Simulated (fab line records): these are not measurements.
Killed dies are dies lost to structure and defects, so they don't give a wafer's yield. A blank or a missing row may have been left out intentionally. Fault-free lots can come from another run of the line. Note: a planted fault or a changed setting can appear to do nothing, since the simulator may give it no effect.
Comparing a struck lot with a sound one    flow sky130    16 out of 708 route steps
Sound: the wafers L990.2, L990.3, L990.4. Struck: wafer L102.6. (L102.2, L102.5 of the same lot were not struck and are left out.) The cause comes at the end.
Each step with rows lists, per side, the tool, then ch with its chambers, then its first start. Under that, the readings that differ: sound wafers    struck wafers    difference of the means    sigmas: that difference in standard deviations of wafers without a fault.
alike: a reading whose means differ by less than 2 such deviations, as well as words and numbers matching on both sides. not compared: withheld readings; readings where some wafer has no value; bounds like >300 that might hide an equal value; numbers whose values overlap and for which the record gives no deviation.
Wherever a step has rows on one side only, a row that says differs or no value, or a row with sigmas, the two part there. Numbers that have no deviation but don't overlap get no sigmas and don't part them. Lack of a reading on every wafer of one side parts them only where that side has two or more wafers.

first, 8 steps without rows for these wafers: SKY_METAL2_DEHYDRATE_07 (time 60 s); SKY_METAL2_HMDS_08 (prime time 60 s); SKY_METAL2_COAT_09 (resist thk 60 nm); SKY_METAL2_COAT_10 (resist thk 450 nm); SKY_METAL2_SOFTBAKE_11 (time 90 s); SKY_METAL2_EXPOSE_12 (exposes mask MM2, target cd 140 nm); SKY_METAL2_PEB_13; SKY_METAL2_DEVELOP_14 (develop time 60 s).
SKY_METAL2_CD_MEAS_15 targets a cd of 140 nm.
  sound: cd-sem-02 at day 34 23:28; struck: cd-sem-01 at day 40 03:37
  alike: cd-nm
SKY_METAL2_OVL_MEAS_16:
  sound: overlay-01 at day 34 23:35; struck: overlay-02 at day 40 03:44
  alike: METAL2_OVL
SKY_METAL2_DESCUM_17: chemistry O2, time 8 s.
  sound on rie-metal-04 ch 0,1, day 34 23:37; struck on rie-metal-03 ch 1, day 40 03:46
  alike: drypump-motor-current-A, oes-product-au
  not compared: rf-hours-counter-h
SKY_METAL2_ETCH_18: etches BARC in N2/H2, stops on SiO2, time 45.9 s, target depth 60 nm.
  sound on rie-metal-04 ch 0,1, day 34 23:38; struck on rie-metal-03 ch 1, day 40 03:50
  alike: drypump-motor-current-A, n2-flow-sccm, oes-product-au, throttle-valve-pct
  not compared: rf-hours-counter-h
SKY_METAL2_METAL_ETCH_19: etches the open film in Cl2/BCl3, stops on SiO2, target depth 360 nm, time 78 s.
  sound on rie-metal-04 ch 0,1, day 34 23:42; struck on rie-metal-03 ch 1, day 40 03:59
reading                                        sound              struck  difference  sigmas
model.KrF-thick_of_METAL2_COAT_10.thk-nm (nm)  156.7 155.2 157.4  85.48   -70.95      
model.METAL2.cd-nm (nm)                        144.4 138.4 143.3  134     -8          
model.SiO2_of_VIA1_HDPCVD_00.thk-nm (nm)       332 328.7 329.9    324.9   -5.3        
  alike: drypump-motor-current-A, oes-product-au, throttle-valve-pct
  not compared: rf-hours-counter-h
SKY_METAL2_STRIP_20: strips in O2/N2.
  sound on plasma-asher-04 ch 0,1, day 34 23:47; struck on plasma-asher-02 ch 0, day 40 04:08
reading                       sound              struck  difference  sigmas
n2-flow-sccm (sccm)           298.6 300.2 298.7  301.4   +2.2        +3
oes-product-au (a.u.)         0.352 0.339 0.342  0.299   -0.045      -8
strip-time-to-endpoint-s (s)  2.71 2.67 2.70     1.88    -0.81       -12
  alike: drypump-motor-current-A, o2-flow-sccm
  not compared: rf-hours-counter-h
then, 1 step without rows for these wafers: SKY_METAL2_STRIP_21 (strips in post etch residue remover, time 1200 s).
-- the record jumps here: 10 days lie between the struck wafers' starts before and after (it left off in module METAL2 and takes up again in module PAD_OPEN, whose first step shown is number 708 of the route) --
SKY_PAD_OPEN_PROBE_99:
  sound: prober-01 at day 45 11:49; struck: prober-01 at day 49 18:37
  alike: defect-limited-yield, killed_at_M0_to_M3, killed_at_M4_up, killed-at-contacts, killed-at-front-end, killed-at-other, killed-dies, killed-open, killed-short, sort_bin_3_pad_short, sort_bin_5_function, sort_bin_6_memory, sort-n-pass, sort-yield-pct
  not compared: model.etest.met2.width-nm, model.etest.met2.line-ohm-um

## WHERE THEY PART
Only at SKY_METAL2_STRIP_20, within this record. Later steps at which nothing parts them and some readings are alike: SKY_PAD_OPEN_PROBE_99.

WHY: what the simulator had put in
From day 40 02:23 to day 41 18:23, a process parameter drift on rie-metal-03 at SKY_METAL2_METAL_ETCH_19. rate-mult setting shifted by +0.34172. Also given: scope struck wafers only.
